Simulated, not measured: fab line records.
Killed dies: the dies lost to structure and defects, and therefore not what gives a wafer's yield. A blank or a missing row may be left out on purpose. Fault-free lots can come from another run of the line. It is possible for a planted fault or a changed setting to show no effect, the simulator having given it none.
Problem report in the 8D (eight disciplines) form, filled by code / flow sky130 / the parts of the form that need people (team, actions taken, sign-off) are left out

== 1. WHAT WENT WRONG ==
Wafers free of any fault read 1644 (standard deviation 16) for RES_XHIGH_TW at SKY_RES_XHIGH_TW_MEAS_09, against a mean of 1514 on 6 wafers of 2 lots. That is -8.2 standard deviations from the usual mean.
First observed at day 29 00:41: wafer L589.1, on film metro-03. The record has a number at this step for 33 wafers belonging to 11 lots. By rule, "out" or "out of limits" means more than 4 standard deviations away from the usual mean. All remaining wafers that have a number are taken as sound.

== 2. WHAT THIS IS AND IS NOT ==
question=which readings at this step | is=RES_XHIGH_TW | is not=-
question=which lots | is=L589, L591 | is not=L583, L585, L587, L588, L597, L598, L600, L605, L606
question=which wafers of those lots | is=all that have a number | is not=-
question=read on which gauges | is=film metro-02, film metro-03 | is not=film metro-04
question=when | is=from day 29 00:41 | is not=up to then (12 sound wafers); but 15 sound wafers of L597, L598, L600, L605, L606 came after

== 3. THE SUSPECTS, EACH WITH WHAT RULES IT OUT ==
Counting: a tool stays on the suspect list if, at a process step up to the reading, it processed all lots that are out and no sound lot following the first of them.
- the gauge at SKY_RES_XHIGH_TW_MEAS_09 has been ruled out. 2 gauges (film metro-02, film metro-03) read the wafers that are out.
- implanter-04 at SKY_RES_XHIGH_IMPLANT_07: ruled out as a lasting fault. Sound lots L597, L598, L600, L605 ran on it after its first lot that is out, L589 (day 29 00:26).
Left after counting: nothing in the record.

== 4. THE CAUSE (what the simulator had put in) ==
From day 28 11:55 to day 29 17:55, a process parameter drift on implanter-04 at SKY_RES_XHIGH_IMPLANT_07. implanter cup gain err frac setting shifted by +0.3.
It was ruled out by counting, in error; the rule expects a fault to strike all lots run on its tool from its start on, and this fault did not.

== 5. THE EFFECT CHAIN, in route order ==
Each row: a reading whose mean over the struck wafers that have a number lies more than 3 standard deviations from the usual. Scope: only readings with a usual standard deviation given in the record; hours: median across lots of the time from each lot's start at the first step in this table that gives one to its start at this step; sigmas: change in usual standard deviations.
hours=0; step=SKY_RES_XHIGH_IMPLANT_07; reading=beam on s; usual=38.8 s; on struck wafers=28.1; change=-10.7; sigmas=-4.3
hours=0; step=SKY_RES_XHIGH_IMPLANT_07; reading=faraday current uA; usual=526; on struck wafers=722; change=+196; sigmas=+5.9
hours=0; step=SKY_RES_XHIGH_TW_MEAS_09; reading=RES_XHIGH_TW; usual=1644; on struck wafers=1514; change=-130; sigmas=-8.2
hours=29; step=SKY_SD_N_RS_MEAS_18; reading=RES_XHIGH_RS; usual=333.6 ohm/sq; on struck wafers=412.6; change=+79.0; sigmas=+61
Process steps it contains:
- SKY_RES_XHIGH_IMPLANT_07
Later steps that measure or inspect, where all struck wafers having a row at the step show a number for every such reading and not one has moved that far: SKY_SD_N_OVL_MEAS_08.

== 6. HOW IT WOULD HAVE BEEN CAUGHT EARLIER ==
13 hours passed between the start of the fault at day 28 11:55 and the first reading out of limits at a measuring or inspecting step in this record, taken at day 29 00:41.
At SKY_RES_XHIGH_IMPLANT_07, the tool's own readings (beam on s, faraday current uA) were out on each struck wafer the step has a row for, so an alarm limit on them would have fired on the first such wafer.
